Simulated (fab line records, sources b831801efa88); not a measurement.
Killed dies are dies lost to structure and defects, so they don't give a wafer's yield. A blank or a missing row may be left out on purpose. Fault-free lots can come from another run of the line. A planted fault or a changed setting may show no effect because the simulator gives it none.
fab line records | flow sky130
record: lots: 10 | wafers: 30 | lastDay: 49
route steps=708 shown METAL1@453 VIA1@474 METAL2@489 PAD_OPEN@708
lots with no fault: from the same line, run without faults
startH: the number of hours between the record's first day and the start of the first shown wafer of the lot | waitH: hours since the lot's step before | " repeats the value in the row above | L1.1+2: one row covering several wafers at once | - value missing, or start not given | * or withheld: withheld | < > ~ a bound
route shown NAME@n: NAME is a module with steps in the file, n the number in the route of the first one | usual: the fault-free wafers' mean and standard deviation | same: alike in all rows | chamber/n: place in a boat | sites: readings site by site | _std_site: their standard deviation | _edge_site: outer sites' mean less inner sites' | radiusMm: for every site, how far away it sits from the centre of the wafer | mask NAME#n: copy n | behind: the last tool/chamber to shape the wafer | hold: the reason the lot was held/the length of the hold in hours/how it ended | device: whichever transistor did not switch (one of n, p or np) | end of line: tests run on the same wafers once the route is complete | step lacking rows: just its recipe | killed: dies that structure and defects cost at the first sort, which is not the same as the wafer's yield | map: the dies of a wafer, with x for killed, . for not killed, _ for no die there
set.NAME: the setting as run; set.NAME@STEP: as run at that earlier step | model.NAME: the simulator's own value behind a step, which no gauge read
steps of the route over a sample of lots; a table a step, a row a wafer
services: a tool's chamber out of use, with start hour (startH, from the record's first day; less than 0 if before it), hours out, and reason
== steps ==
step: SKY_METAL1_METAL_ETCH_19
recipe: targetDepthA: 3600 | stopOn: SiO2 | overEtchFrac: 0.3 | timeS: 78 | chemistry: Cl2/BCl3 | resistSidewallDeg: 88 | pressureMtorr: 10 | icpW: 900 | biasW: 48.5 | Cl2_flow_sccm: 60 | bcl3FlowSccm: 30
usual: drypumpMotorCurrentA: 5.68/0.25 | heBacksideLeakSccm: 3.28/0.25 | oesProductAu: 0.853/0.0057 | rfFwdPowerW: 895.3/3 | throttleValvePct: 22.264/0.0092
lot.wafer | tool        | chamber | startH | waitH | drypumpMotorCurrentA | heBacksideLeakSccm | oesProductAu | rfFwdPowerW | rfHoursCounterH | throttleValvePct
L809.3    | rieMetal-02 | 0       | 766.67 | 0.1   | 5.19                 | 3.05               | 0.853        | 893.4       | -               | 22.269
L809.4    | "           | 1       | "      | "     | 5.77                 | 3.40               | 0.845        | 890.8       | -               | 22.265
L809.5    | "           | 0       | "      | "     | 5.19                 | 2.98               | 0.858        | 889.7       | -               | 22.253
L811.1    | rieMetal-02 | 1       | 787.19 | 0.0   | 5.77                 | 3.48               | 0.849        | 894.2       | 13              | 22.257
L811.4    | "           | 1       | "      | "     | 5.76                 | 3.54               | 0.851        | 887.7       | -               | 22.242
L811.6    | "           | 0       | "      | "     | 5.17                 | 3.08               | 0.851        | 892.5       | -               | 22.281
L814.1    | rieMetal-01 | 0       | 814.64 | 0.0   | 5.90                 | 3.28               | 0.849        | 898.4       | 2               | 22.274
L814.2    | "           | 1       | "      | "     | 5.55                 | 3.15               | 0.844        | 890.7       | 14              | 22.265
L814.3    | "           | 0       | "      | "     | 5.91                 | 3.22               | 0.855        | 897.1       | -               | 22.254
L815.1    | rieMetal-03 | 1       | 821.79 | 0.0   | 5.79                 | 3.32               | 0.854        | 897.6       | 12              | 22.255
L815.2    | "           | 0       | "      | "     | 5.86                 | 3.26               | 0.852        | 893.4       | 15              | 22.268
L815.6    | "           | 0       | "      | "     | 5.85                 | 3.13               | 0.847        | 896.4       | -               | 22.265
L821.2    | rieMetal-03 | 1       | 873.10 | 0.0   | 5.79                 | 3.59               | 0.856        | 894.8       | 14              | 22.274
L821.5    | "           | 1       | "      | "     | 5.80                 | 3.36               | 0.858        | 897.1       | -               | 22.274
L821.6    | "           | 0       | "      | "     | 5.81                 | 3.31               | 0.862        | 892.5       | -               | 22.260
L823.1    | rieMetal-03 | 1       | 880.03 | 0.1   | 5.80                 | 3.10               | 0.848        | 896.6       | 14              | 22.271
L823.3    | "           | 1       | "      | "     | 5.80                 | 3.06               | 0.850        | 898.3       | -               | 22.247
L823.6    | "           | 1       | "      | "     | 5.81                 | 3.04               | 0.848        | 892.8       | -               | 22.269
L825.1    | rieMetal-03 | 1       | 895.83 | 0.1   | 5.79                 | 3.15               | 0.859        | 901.3       | 16              | 22.266
L825.2    | "           | 1       | "      | "     | 5.79                 | 3.01               | 0.853        | 898.8       | -               | 22.261
L825.5    | "           | 1       | "      | "     | 5.78                 | 3.17               | 0.849        | 896.7       | -               | 22.270
L826.1    | rieMetal-02 | 1       | 906.25 | 0.0   | 5.76                 | 3.32               | 0.851        | 895.5       | 18              | 22.269
L826.3    | "           | 0       | "      | "     | 5.18                 | 3.23               | 0.859        | 893.9       | -               | 22.270
L826.5    | "           | 1       | "      | "     | 5.73                 | 3.50               | 0.844        | 895.5       | -               | 22.273
L827.2    | rieMetal-03 | 1       | 909.99 | 0.0   | 5.79                 | 3.01               | 0.852        | 896.6       | 17              | 22.257
L827.3    | "           | 1       | "      | "     | 5.80                 | 3.20               | 0.861        | 896.4       | -               | 22.272
L827.5    | "           | 0       | "      | "     | 5.86                 | 3.40               | 0.867        | 895.5       | -               | 22.275
L828.1    | rieMetal-01 | 0       | 917.28 | 0.1   | 5.90                 | 3.33               | 0.854        | 896.0       | 6               | 22.271
L828.2    | "           | 0       | "      | "     | 5.91                 | 3.25               | 0.850        | 897.0       | -               | 22.245
L828.4    | "           | 0       | "      | "     | 5.90                 | 3.28               | 0.854        | 894.5       | -               | 22.263
step: SKY_VIA1_STRIP_16
recipe: chemistry: O2/N2 | powerW: 1400 | pressureMtorr: 1500 | platenTempC: withheld | o2FlowSccm: 3000 | n2FlowSccm: 300 | overashFraction: 0.5
usual: drypumpMotorCurrentA: 5.5/0.37 | oesProductAu: 0.415/0.0042 | stripTimeToEndpointS: 4.454/0.021
lot.wafer | tool           | chamber | startH | waitH | drypumpMotorCurrentA | oesProductAu | rfHoursCounterH | stripTimeToEndpointS
L809.3    | plasmaAsher-02 | 1       | 794.27 | 0.1   | 6.0                  | 0.412        | -               | 4.439
L809.4    | "              | 0       | "      | "     | 5.9                  | 0.416        | -               | 4.450
L809.5    | "              | 0       | "      | "     | 5.9                  | 0.416        | -               | 4.429
L811.1    | plasmaAsher-01 | 1       | 815.18 | 0.0   | 5.4                  | 0.411        | 67              | 4.457
L811.4    | "              | 0       | "      | "     | 5.2                  | 0.417        | -               | 4.415
L811.6    | "              | 0       | "      | "     | 5.2                  | 0.409        | -               | 4.418
L814.1    | plasmaAsher-02 | 1       | 841.83 | 0.0   | 6.0                  | 0.418        | 41              | 4.452
L814.2    | "              | 0       | "      | "     | 5.9                  | 0.421        | 41              | 4.469
L814.3    | "              | 1       | "      | "     | 6.0                  | 0.415        | -               | 4.445
L815.1    | plasmaAsher-02 | 0       | 849.33 | 0.0   | 5.9                  | 0.411        | 42              | 4.462
L815.2    | "              | 1       | "      | "     | 6.0                  | 0.418        | 42              | 4.462
L815.6    | "              | 0       | "      | "     | 5.9                  | 0.423        | -               | 4.427
L821.2    | plasmaAsher-04 | 0       | 900.39 | 0.0   | 5.2                  | 0.419        | 104             | 4.442
L821.5    | "              | 1       | "      | "     | 5.1                  | 0.422        | -               | 4.457
L821.6    | "              | 0       | "      | "     | 5.2                  | 0.417        | -               | 4.483
L823.1    | plasmaAsher-02 | 0       | 907.78 | 0.0   | 5.9                  | 0.415        | 48              | 4.419
L823.3    | "              | 0       | "      | "     | 5.9                  | 0.408        | -               | 4.450
L823.6    | "              | 0       | "      | "     | 5.9                  | 0.419        | -               | 4.445
L825.1    | plasmaAsher-02 | 0       | 922.90 | 0.0   | 6.0                  | 0.416        | 49              | 4.476
L825.2    | "              | 1       | "      | "     | 6.0                  | 0.409        | 49              | 4.436
L825.5    | "              | 1       | "      | "     | 6.0                  | 0.416        | -               | 4.449
L826.1    | plasmaAsher-04 | 1       | 932.13 | 0.0   | 5.1                  | 0.416        | 108             | 4.465
L826.3    | "              | 1       | "      | "     | 5.1                  | 0.421        | -               | 4.457
L826.5    | "              | 1       | "      | "     | 5.1                  | 0.423        | -               | 4.435
L827.2    | plasmaAsher-02 | 1       | 936.53 | 0.0   | 6.0                  | 0.408        | 51              | 4.483
L827.3    | "              | 1       | "      | "     | 6.0                  | 0.419        | -               | 4.463
L827.5    | "              | 1       | "      | "     | 6.0                  | 0.416        | -               | 4.495
L828.1    | plasmaAsher-04 | 1       | 943.18 | 0.0   | 5.1                  | 0.415        | 109             | 4.482
L828.2    | "              | 0       | "      | "     | 5.2                  | 0.417        | 109             | 4.462
L828.4    | "              | 1       | "      | "     | 5.1                  | 0.415        | -               | 4.484
step: SKY_METAL2_THK_MEAS_06
recipe: thkMeasGauge: xrf | reads: AlCu_of_METAL2_SPUTTER_02
usual: METAL2_ALCU_THK: 247/3.4
lot.wafer | tool         | chamber | startH | waitH | METAL2_ALCU_THK[nm]
L809.3    | filmMetro-04 | -       | 795.80 | 0.1   | 252
L809.4    | "            | -       | "      | "     | 251
L809.5    | "            | -       | "      | "     | 253
L811.1    | filmMetro-03 | -       | 816.70 | 0.1   | 243
L811.4    | "            | -       | "      | "     | 246
L811.6    | "            | -       | "      | "     | 245
L814.1    | filmMetro-03 | -       | 843.39 | 0.1   | 251
L814.2    | "            | -       | "      | "     | 248
L814.3    | "            | -       | "      | "     | 245
L815.1    | filmMetro-03 | -       | 850.82 | 0.1   | 244
L815.2    | "            | -       | "      | "     | 244
L815.6    | "            | -       | "      | "     | 246
L821.2    | filmMetro-01 | -       | 901.88 | 0.1   | 249
L821.5    | "            | -       | "      | "     | 248
L821.6    | "            | -       | "      | "     | 249
L823.1    | filmMetro-04 | -       | 909.30 | 0.1   | 246
L823.3    | "            | -       | "      | "     | 246
L823.6    | "            | -       | "      | "     | 246
L825.1    | filmMetro-01 | -       | 924.40 | 0.1   | 250
L825.2    | "            | -       | "      | "     | 254
L825.5    | "            | -       | "      | "     | 251
L826.1    | filmMetro-04 | -       | 933.63 | 0.1   | 248
L826.3    | "            | -       | "      | "     | 248
L826.5    | "            | -       | "      | "     | 246
L827.2    | filmMetro-03 | -       | 938.03 | 0.1   | 249
L827.3    | "            | -       | "      | "     | 249
L827.5    | "            | -       | "      | "     | 252
L828.1    | filmMetro-03 | -       | 944.70 | 0.1   | 244
L828.2    | "            | -       | "      | "     | 243
L828.4    | "            | -       | "      | "     | 243
step: SKY_METAL2_ETCH_18
recipe: chemistry: N2/H2 | target: BARC | ionEnergyEv: 200 | biasW: 100 | pressureMtorr: 30 | n2FlowSccm: 100 | h2FlowSccm: 200 | icpW: 500 | stopOn: SiO2 | timeS: 45.9 | targetDepthA: 600
usual: drypumpMotorCurrentA: 5.6/0.34 | heBacksideLeakSccm: 3.31/0.2 | oesProductAu: 0.854/0.0047 | rfFwdPowerW: 495.5/2.5 | throttleValvePct: 13.225/0.0087
lot.wafer | tool        | chamber | startH | waitH | drypumpMotorCurrentA | heBacksideLeakSccm | oesProductAu | rfFwdPowerW | rfHoursCounterH | throttleValvePct
L809.3    | rieMetal-02 | 0       | 822.49 | 0.0   | 5.2                  | 3.16               | 0.851        | 494.9       | -               | 13.228
L809.4    | "           | 1       | "      | "     | 5.7                  | 3.20               | 0.852        | 491.5       | -               | 13.228
L809.5    | "           | 0       | "      | "     | 5.2                  | 3.32               | 0.851        | 494.9       | -               | 13.210
L811.1    | rieMetal-02 | 1       | 842.67 | 0.0   | 5.8                  | 3.31               | 0.855        | 491.9       | 15              | 13.219
L811.4    | "           | 0       | "      | "     | 5.2                  | 3.13               | 0.860        | 496.2       | -               | 13.204
L811.6    | "           | 1       | "      | "     | 5.7                  | 3.39               | 0.848        | 492.7       | -               | 13.226
L814.1    | rieMetal-02 | 1       | 869.57 | 0.0   | 5.8                  | 3.37               | 0.856        | 495.6       | 16              | 13.233
L814.2    | "           | 0       | "      | "     | 5.2                  | 3.27               | 0.858        | 496.5       | 6               | 13.229
L814.3    | "           | 1       | "      | "     | 5.8                  | 3.44               | 0.853        | 493.0       | -               | 13.217
L815.1    | rieMetal-03 | 0       | 876.99 | 0.0   | 5.9                  | 2.89               | 0.851        | 498.6       | 17              | 13.222
L815.2    | "           | 1       | "      | "     | 5.8                  | 3.30               | 0.859        | 498.1       | 14              | 13.218
L815.6    | "           | 1       | "      | "     | 5.8                  | 3.21               | 0.850        | 495.9       | -               | 13.212
L821.2    | rieMetal-02 | 0       | 926.74 | 0.1   | 5.2                  | 3.35               | 0.858        | 496.2       | -               | 13.208
L821.5    | "           | 0       | "      | "     | 5.2                  | 3.54               | 0.848        | 494.3       | -               | 13.232
L821.6    | "           | 0       | "      | "     | 5.2                  | 3.49               | 0.862        | 496.1       | -               | 13.221
L823.1    | rieMetal-02 | 0       | 934.00 | 0.1   | 5.2                  | 3.43               | 0.858        | 496.6       | 9               | 13.216
L823.3    | "           | 0       | "      | "     | 5.2                  | 3.41               | 0.855        | 496.6       | -               | 13.233
L823.6    | "           | 0       | "      | "     | 5.2                  | 3.33               | 0.850        | 494.6       | -               | 13.213
L825.1    | rieMetal-02 | 1       | 949.47 | 0.0   | 5.8                  | 3.49               | 0.854        | 491.7       | 0               | 13.232
L825.2    | "           | 0       | "      | "     | 5.2                  | 3.13               | 0.861        | 497.9       | 10              | 13.222
L825.5    | "           | 1       | "      | "     | 5.8                  | 3.41               | 0.856        | 493.1       | -               | 13.235
L826.1    | rieMetal-04 | 1       | 958.49 | 0.0   | 5.2                  | 3.61               | 0.855        | 494.1       | 20              | 13.229
L826.3    | "           | 0       | "      | "     | 6.0                  | 3.28               | 0.850        | 494.5       | -               | 13.234
L826.5    | "           | 1       | "      | "     | 5.1                  | 3.79               | 0.853        | 493.5       | -               | 13.239
L827.2    | rieMetal-03 | 0       | 962.27 | 0.0   | 5.9                  | 3.09               | 0.853        | 496.4       | 3               | 13.238
L827.3    | "           | 1       | "      | "     | 5.8                  | 2.99               | 0.858        | 499.3       | -               | 13.221
L827.5    | "           | 0       | "      | "     | 5.8                  | 3.20               | 0.847        | 500.1       | -               | 13.227
L828.1    | rieMetal-04 | 1       | 969.22 | 0.0   | 5.2                  | 3.38               | 0.855        | 492.6       | 21              | 13.239
L828.2    | "           | 0       | "      | "     | 6.0                  | 3.43               | 0.855        | 496.0       | 3               | 13.227
L828.4    | "           | 1       | "      | "     | 5.2                  | 3.23               | 0.854        | 493.6       | -               | 13.212
step: SKY_METAL2_STRIP_20
recipe: chemistry: O2/N2 | powerW: 1400 | pressureMtorr: 1500 | platenTempC: withheld | o2FlowSccm: 3000 | n2FlowSccm: 300 | overashFraction: 0.5
usual: drypumpMotorCurrentA: 5.7/0.4 | oesProductAu: 0.342/0.0052 | stripTimeToEndpointS: 2.68/0.031
lot.wafer | tool           | chamber | startH | waitH | drypumpMotorCurrentA | oesProductAu | rfHoursCounterH | stripTimeToEndpointS
L809.3    | plasmaAsher-03 | 1       | 822.66 | 0.1   | 5.9                  | 0.347        | -               | 2.69
L809.4    | "              | 0       | "      | "     | 6.5                  | 0.340        | -               | 2.71
L809.5    | "              | 1       | "      | "     | 5.9                  | 0.339        | -               | 2.70
L811.1    | plasmaAsher-01 | 0       | 842.82 | 0.1   | 5.2                  | 0.346        | 69              | 2.70
L811.4    | "              | 0       | "      | "     | 5.2                  | 0.339        | -               | 2.68
L811.6    | "              | 1       | "      | "     | 5.3                  | 0.343        | -               | 2.71
L814.1    | plasmaAsher-02 | 1       | 869.72 | 0.1   | 6.0                  | 0.341        | 44              | 2.71
L814.2    | "              | 0       | "      | "     | 5.9                  | 0.332        | 44              | 2.69
L814.3    | "              | 1       | "      | "     | 6.0                  | 0.337        | -               | 2.72
L815.1    | plasmaAsher-02 | 1       | 877.14 | 0.1   | 6.0                  | 0.338        | 45              | 2.68
L815.2    | "              | 0       | "      | "     | 5.9                  | 0.338        | 45              | 2.70
L815.6    | "              | 1       | "      | "     | 6.0                  | 0.341        | -               | 2.66
L821.2    | plasmaAsher-02 | 0       | 927.52 | 0.1   | 5.9                  | 0.334        | 50              | 2.41
L821.5    | "              | 0       | "      | "     | 5.9                  | 0.322        | -               | 2.44
L821.6    | "              | 1       | "      | "     | 6.0                  | 0.332        | -               | 2.44
L823.1    | plasmaAsher-03 | 1       | 934.31 | 0.1   | 5.9                  | 0.323        | 20              | 2.44
L823.3    | "              | 0       | "      | "     | 6.5                  | 0.335        | -               | 2.47
L823.6    | "              | 0       | "      | "     | 6.4                  | 0.332        | -               | 2.46
L825.1    | plasmaAsher-01 | 1       | 949.62 | 0.1   | 5.4                  | 0.324        | 79              | 2.42
L825.2    | "              | 0       | "      | "     | 5.2                  | 0.334        | 79              | 2.45
L825.5    | "              | 0       | "      | "     | 5.2                  | 0.331        | -               | 2.43
L826.1    | plasmaAsher-02 | 0       | 958.64 | 0.1   | 6.0                  | 0.345        | 53              | 2.70
L826.3    | "              | 1       | "      | "     | 6.0                  | 0.351        | -               | 2.65
L826.5    | "              | 0       | "      | "     | 6.0                  | 0.337        | -               | 2.71
L827.2    | plasmaAsher-01 | 1       | 962.43 | 0.1   | 5.4                  | 0.348        | 81              | 2.70
L827.3    | "              | 1       | "      | "     | 5.4                  | 0.339        | -               | 2.66
L827.5    | "              | 0       | "      | "     | 5.2                  | 0.342        | -               | 2.64
L828.1    | plasmaAsher-02 | 1       | 969.37 | 0.1   | 6.0                  | 0.348        | 54              | 2.66
L828.2    | "              | 0       | "      | "     | 5.9                  | 0.337        | 54              | 2.65
L828.4    | "              | 0       | "      | "     | 6.0                  | 0.342        | -               | 2.64
step: SKY_PAD_OPEN_PROBE_99
usual: defectLimitedYield: 82.4/1.9 | killed_at_M0_to_M3: 44/7 | killed_at_M4_up: 3.2/1.8 | killedAtContacts: 24/5.1 | killedAtFrontEnd: 15/4.3 | killedAtOther: 0.3/0.5 | killedDies: 86/9.6 | killedOpen: 48/7.1 | killedShort: 38/6.7 | sort_bin_3_pad_short: 0.9/0.44 | sort_bin_5_function: 10.3/1.5 | sort_bin_6_memory: 6.4/1.1 | sortNPass: 406/9.6 | sortYieldPct: 82.4/1.9
same: grossDies: 492 | killedAtBackSide: 0 | sort_bin_4_leakage[%]: 0 | sort_bin_8_speed[%]: 0
lot.wafer | tool      | chamber | startH  | waitH | defectLimitedYield[%] | killed_at_M0_to_M3 | killed_at_M4_up | killedAtContacts | killedAtFrontEnd | killedAtOther | killedDies | killedOpen | killedShort | sort_bin_3_pad_short[%] | sort_bin_5_function[%] | sort_bin_6_memory[%] | sortNPass | sortYieldPct[%]
L815.1    | prober-02 | -       | 1121.16 | 0.1   | 82.9                  | 39                 | 3               | 18               | 24               | 0             | 84         | 43         | 41          | 1.2                     | 9.8                    | 6.1                  | 408       | 82.9
L815.2    | prober-02 | -       | 1121.21 | 0.1   | 81.5                  | 42                 | 1               | 29               | 19               | 0             | 91         | 53         | 38          | 1.8                     | 8.9                    | 7.7                  | 401       | 81.5
L815.6    | prober-02 | -       | 1121.41 | 0.2   | 80.3                  | 55                 | 0               | 24               | 17               | 1             | 97         | 53         | 44          | 1.2                     | 10.0                   | 8.5                  | 395       | 80.3
L821.2    | prober-02 | -       | 1159.41 | 0.1   | 82.9                  | 40                 | 2               | 23               | 19               | 0             | 84         | 56         | 26          | 0.6                     | 10.0                   | 6.5                  | 408       | 82.9
L825.1    | prober-02 | -       | 1174.18 | 0.1   | 83.7                  | 39                 | 4               | 20               | 17               | 0             | 80         | 45         | 35          | 1.6                     | 8.7                    | 5.9                  | 412       | 83.7
L825.2    | prober-02 | -       | 1174.23 | 0.1   | 82.3                  | 44                 | 1               | 27               | 15               | 0             | 87         | 46         | 41          | 0.8                     | 11.0                   | 5.9                  | 405       | 82.3
L825.5    | prober-02 | -       | 1174.38 | 0.2   | 82.9                  | 42                 | 1               | 24               | 17               | 0             | 84         | 48         | 36          | 1.6                     | 6.9                    | 8.5                  | 408       | 82.9
L828.1    | prober-01 | -       | 1186.50 | 0.1   | 79.9                  | 48                 | 3               | 26               | 21               | 1             | 99         | 53         | 46          | 1.0                     | 12.8                   | 6.3                  | 393       | 79.9
L828.2    | prober-01 | -       | 1186.55 | 0.1   | 80.3                  | 43                 | 7               | 32               | 15               | 0             | 97         | 50         | 46          | 0.4                     | 11.0                   | 8.3                  | 395       | 80.3
L828.4    | prober-01 | -       | 1186.65 | 0.2   | 77.6                  | 48                 | 6               | 35               | 21               | 0             | 110        | 49         | 61          | 2.0                     | 14.4                   | 5.9                  | 382       | 77.6
killed by level:class
L815.1 VIA1:geometricParticle:open=9 CONTACT:geometricParticle:open=8 FIELD_ISO:geometricParticle:short=5 FIELD_ISO:geometricParticle:open=5 POLY_GATE:geometricParticle:open=5 LOCAL_INTERCONNECT:geometricParticle:short=5 VIA3:geometricParticle:open=5 METAL1:geometricParticle:short=5
L815.2 VIA1:geometricParticle:open=12 LI_CONTACT:geometricParticle:open=10 VIA1:geometricParticle:short=9 CONTACT:geometricParticle:open=9 VIA2:geometricParticle:open=5 FIELD_ISO:geometricParticle:short=4 POLY_GATE:geometricParticle:open=4 LOCAL_INTERCONNECT:geometricParticle:short=4
L815.6 VIA2:geometricParticle:open=10 CONTACT:geometricParticle:open=9 VIA1:geometricParticle:short=8 VIA1:geometricParticle:open=7 LI_CONTACT:geometricParticle:open=7 METAL3:geometricParticle:short=6 METAL2:geometricParticle:short=5 POLY_GATE:geometricParticle:open=5
L821.2 VIA1:geometricParticle:open=16 CONTACT:geometricParticle:open=10 LI_CONTACT:geometricParticle:open=7 VIA2:geometricParticle:open=6 FIELD_ISO:geometricParticle:open=5 METAL2:geometricParticle:short=5 LOCAL_INTERCONNECT:geometricParticle:short=5 METAL1:geometricParticle:short=4
L825.1 VIA1:geometricParticle:open=11 FIELD_ISO:geometricParticle:short=8 CONTACT:geometricParticle:open=8 VIA3:geometricParticle:open=6 FIELD_ISO:geometricParticle:open=5 VIA1:geometricParticle:short=4 VIA3:geometricParticle:short=4 VIA2:geometricParticle:open=4
L825.2 CONTACT:geometricParticle:open=11 VIA1:geometricParticle:open=10 VIA2:geometricParticle:open=9 CONTACT:geometricParticle:short=8 METAL2:geometricParticle:short=8 POLY_GATE:geometricParticle:short=6 VIA3:geometricParticle:open=6 LOCAL_INTERCONNECT:geometricParticle:short=5
L825.5 VIA1:geometricParticle:open=11 LI_CONTACT:geometricParticle:open=7 CONTACT:geometricParticle:open=7 METAL2:geometricParticle:short=6 VIA3:geometricParticle:short=6 VIA3:geometricParticle:open=6 POLY_GATE:geometricParticle:open=5 VIA2:geometricParticle:open=5
L828.1 VIA1:geometricParticle:open=16 LI_CONTACT:geometricParticle:open=8 CONTACT:geometricParticle:open=8 FIELD_ISO:geometricParticle:open=6 METAL1:geometricParticle:short=6 CONTACT:geometricParticle:short=6 VIA1:geometricParticle:short=5 METAL2:geometricParticle:short=5
L828.2 CONTACT:geometricParticle:open=9 VIA1:geometricParticle:open=9 LI_CONTACT:geometricParticle:open=8 LOCAL_INTERCONNECT:geometricParticle:short=8 METAL1:geometricParticle:short=6 FIELD_ISO:geometricParticle:short=5 CONTACT:geometricParticle:short=5 VIA1:geometricParticle:short=5
L828.4 VIA1:geometricParticle:open=11 METAL1:geometricParticle:short=10 CONTACT:geometricParticle:short=10 CONTACT:geometricParticle:open=8 LOCAL_INTERCONNECT:geometricParticle:short=7 SPACER:geometricParticle:open=7 VIA2:geometricParticle:open=7 VIA1:geometricParticle:short=6
== services ==
tool           | chamber | startH | hours | kind
plasmaAsher-03 | 0       | 742.75 | -     | clean
plasmaAsher-03 | 1       | 742.75 | -     | clean
plasmaAsher-04 | -       | 749.36 | 3.9   | repair
rieMetal-04    | 1       | 787.01 | 2.7   | repair
rieMetal-02    | -       | 802.57 | 5.0   | repair
rieMetal-04    | 1       | 815.93 | 6.5   | repair
plasmaAsher-03 | -       | 859.04 | 0.6   | repair
plasmaAsher-02 | -       | 863.32 | 0.7   | repair
rieMetal-02    | -       | 872.29 | 2.7   | repair
rieMetal-04    | -       | 874.19 | 1.4   | pm
rieMetal-03    | 0       | 878.02 | -     | clean
rieMetal-03    | 0       | 878.02 | 22.2  | scheduledDown
rieMetal-03    | 0       | 878.02 | 22.2  | ventCycle
rieMetal-01    | -       | 888.76 | 1.3   | repair
plasmaAsher-01 | -       | 893.25 | 1.5   | repair
plasmaAsher-02 | -       | 895.49 | 0.8   | repair
plasmaAsher-01 | -       | 899.03 | 1.9   | repair
rieMetal-04    | 0       | 901.62 | -     | clean
rieMetal-04    | 0       | 901.62 | 16.2  | scheduledDown
plasmaAsher-01 | -       | 906.18 | 2.8   | pm
rieMetal-02    | 1       | 915.06 | -     | clean
rieMetal-02    | 1       | 915.06 | 24.3  | scheduledDown
rieMetal-02    | 1       | 915.06 | 24.3  | ventCycle
plasmaAsher-03 | -       | 967.52 | 2.8   | pm
== key ==
firstSign: step: SKY_METAL2_STRIP_20 | reading: stripTimeToEndpointS | direction: down | sigmas: 7.9 | usual: * | struck: *
effect none on later readings
metAt SKY_METAL2_ETCH_18
struckLots L821,L823,L825
notActingAt SKY_METAL1_METAL_ETCH_19,SKY_VIA1_STRIP_16,SKY_METAL2_THK_MEAS_06
onsetBetween 869.57 926.74
fault: kind: processParameterDrift | tool: rieMetal-02 | chamber: - | onsetH: 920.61 | steps: SKY_METAL2_ETCH_18 | channel: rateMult | offset: 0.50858 | shape: step | endH: 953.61
